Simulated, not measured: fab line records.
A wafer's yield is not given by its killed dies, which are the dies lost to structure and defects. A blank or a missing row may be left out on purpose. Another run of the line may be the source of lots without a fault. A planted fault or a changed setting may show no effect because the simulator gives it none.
Problem report in the 8D (eight disciplines) form, filled by code    flow sky130    the parts of the form that need people (team, actions taken, sign-off) are left out

== 1. WHAT WENT WRONG ==
SKY_PAD_OPEN_PROBE_99, killed-at-front-end: mean 67 over 1 wafer from 1 lot; wafers with no fault: 15, standard deviation 4.5. Measured from the usual mean, that is +12 standard deviations.
The first sign was on wafer L522.5 at day 48 18:32, on prober-01. The record has a number at this step for 18 wafers belonging to 6 lots. Rule for "out" (also "out of limits"): further than 4 standard deviations from the usual mean. The other wafers with a number count as sound.

== 2. WHAT IT IS AND WHAT IT IS NOT ==
question                     is                                is not
which readings at this step  killed-at-front-end, killed-dies  killed_at_M0_to_M3, killed_at_M4_up, killed-at-contacts, killed-at-other, killed-open, killed-short
which lots                   L522                              L516, L519, L520, L531, L536
which wafers of those lots   L522.5                            L522.1, L522.3
read on which tools          prober-01                         prober-02
when                         from day 48 18:32                 up to then (11 sound wafers); but 6 sound wafers of L531, L536 came after

== 3. WHAT RULES OUT EACH SUSPECT ==
Counting: if a tool at a process step up to the reading ran every lot that is out, it stays a suspect. Sound lots after the first of them don't rule it out here, since some wafers of a struck lot are sound.
- plasma-asher-04 at SKY_DNWELL_STRIP_08 (strips in O2/N2): kept. L522, the lot that is out, went through it at day 5 03:59; up to then, the latest sound lot through it was L520 at day 4 21:13.
- plasma-asher-01 at SKY_PAD_OPEN_STRIP_08 (strips in O2/N2): kept. L522, the lot that is out, went through it at day 48 16:07; up to then, the latest sound lot through it was L520 at day 48 07:46.
- prober-01 at SKY_PAD_OPEN_PROBE_99: kept. L522, the lot that is out, went through it at day 48 18:20; up to then, the latest sound lot through it was L520 at day 48 09:59. Out on those wafers are its own readings of killed-at-front-end, killed-dies.
- The sound lot-mates ran in chamber 1 of plasma-asher-04 at SKY_DNWELL_STRIP_08, but the wafers that are out ran in chamber 0.
plasma-asher-04 at SKY_DNWELL_STRIP_08, plasma-asher-01 at SKY_PAD_OPEN_STRIP_08 and prober-01 at SKY_PAD_OPEN_PROBE_99 are what is left after counting.

== 4. THE CAUSE (what the simulator had put in) ==
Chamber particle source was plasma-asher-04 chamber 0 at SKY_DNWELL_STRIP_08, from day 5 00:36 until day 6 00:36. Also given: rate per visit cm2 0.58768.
After counting, 3 suspects remain, this tool included.

== 5. SEQUENCE OF EFFECTS, ordered by route ==
Each row: a reading whose mean over the struck wafers that have a number lies more than 3 standard deviations from the usual. Readings are gone through only where the record gives a usual standard deviation; hours: the median, over the lots, of the time from a lot's start at the first step in this table giving one to that lot's start at this step; sigmas: the change measured in usual standard deviations.
hours  step                   reading              usual  on struck wafers  change  sigmas
0      SKY_PAD_OPEN_PROBE_99  killed-at-front-end  15     67                +52     +12
0      SKY_PAD_OPEN_PROBE_99  killed-dies          85     132               +47     +5.0
Process steps it contains:
- SKY_PAD_OPEN_PROBE_99

== 6. WHAT WOULD HAVE CAUGHT IT SOONER ==
1050 hours passed between the start of the fault at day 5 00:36 and the first reading out of limits in this record, taken at day 48 18:32.
An alarm limit of 4 standard deviations would not have fired on the tool readings at SKY_DNWELL_STRIP_08 for which the record gives a usual standard deviation, since none of them was out on any struck wafer.
The start of SKY_DNWELL_STRIP_08 on plasma-asher-04 came by day 48 18:32 for every one of the lots that are out (1). A hold on the tool at that time would have spared none of them.
